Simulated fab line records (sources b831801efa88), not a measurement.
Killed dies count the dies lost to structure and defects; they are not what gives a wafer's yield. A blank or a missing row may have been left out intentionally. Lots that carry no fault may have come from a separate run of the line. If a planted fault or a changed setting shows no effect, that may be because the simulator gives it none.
One fault through the eyes of 2 desks -- flow sky130 -- every desk sees just its own numbers, and what lay behind them comes last

## TOOL OWNER'S DESK, krf scanner-01
The tool's own readings at SKY_POLY_GATE_EXPOSE_10 (exposes mask P1M, target cd 150 nm): means of the sampled wafers that have a number, for each lot that ran on this tool. Marked OUT: a lot whose mean sits more than 4 standard deviations from the usual mean, which makes it out of limits; the brackets give that distance.
Columns: A = exposure dose mJ cm2 at SKY_POLY_GATE_EXPOSE_10, usual 27.98
lot,first seen here,A
L553,day 16 06:49,27.97
L554,day 16 14:43,27.98
L555,day 17 01:07,27.96
L557,day 17 17:19,27.95
L558,day 17 22:32,27.97
L564,day 20 02:02,26.86 (-36) OUT
L572,day 22 22:01,27.96
L574,day 23 19:42,27.93
L575,day 24 07:47,28.01
This desk's verdict: out of limits on L564, starting with L564 at day 20 02:02 (exposure dose mJ cm2 at SKY_POLY_GATE_EXPOSE_10). L553, L554, L555, L557, L558, L572, L574, L575: within limits.

## FROM THE METROLOGY DESK
Lot by lot, what the gauges showed, no matter which tool ran the lot: averages of those sampled wafers that carry a number. Marked OUT: a lot whose mean sits more than 4 standard deviations from the usual mean, which makes it out of limits; the brackets give that distance.
Columns: A = cd nm at SKY_POLY_GATE_CD_MEAS_13, usual 149.5 nm; B = cd nm at SKY_POLY_CUT_CD_MEAS_08, usual 270.1 nm; C = cd nm at SKY_LI_CONTACT_CD_MEAS_12, usual 170.4 nm
lot,first seen here,A,B,C
L552,day 16 09:49,150.7,269.8,172.2
L553,day 16 20:35,150.9,268.0,171.3
L554,day 17 04:50,150.5,268.6,171.1
L555,day 17 15:26,147.7,271.4,170.4
L557,day 18 07:47,147.9,267.3,170.6
L558,day 18 13:41,150.3,270.3,171.4
L564,day 20 16:49,122.7 (-18) OUT,270.2,169.2
L567,day 22 01:14,150.6,267.9,173.9
L572,day 23 12:48,147.5,273.0,167.6
L573,day 23 23:08,150.0,270.5,168.7
L574,day 24 10:03,151.0,271.4,170.8
L575,day 24 22:16,149.9,270.5,170.6
This desk's verdict: out of limits on L564, starting with L564 at day 20 16:49 (cd nm at SKY_POLY_GATE_CD_MEAS_13). L552, L553, L554, L555, L557, L558, L567, L572, L573, L574, L575: within limits.

## PUT TOGETHER
The tool owner's desk had the chance to raise an alarm at day 20 02:02 on L564.
The metrology desk could have raised an alarm at day 20 16:49, on L564.
On krf scanner-01, each named lot ran SKY_POLY_GATE_EXPOSE_10.

## WHAT WAS PUT IN BY THE SIMULATOR
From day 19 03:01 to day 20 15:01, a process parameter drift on krf scanner-01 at SKY_POLY_GATE_EXPOSE_10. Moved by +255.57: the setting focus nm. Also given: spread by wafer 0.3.
Struck lots among those shown: L564.
Delay (hours) between the fault's onset and each desk's first out-of-limits reading: 23 at the tool owner's desk, 38 at the metrology desk.
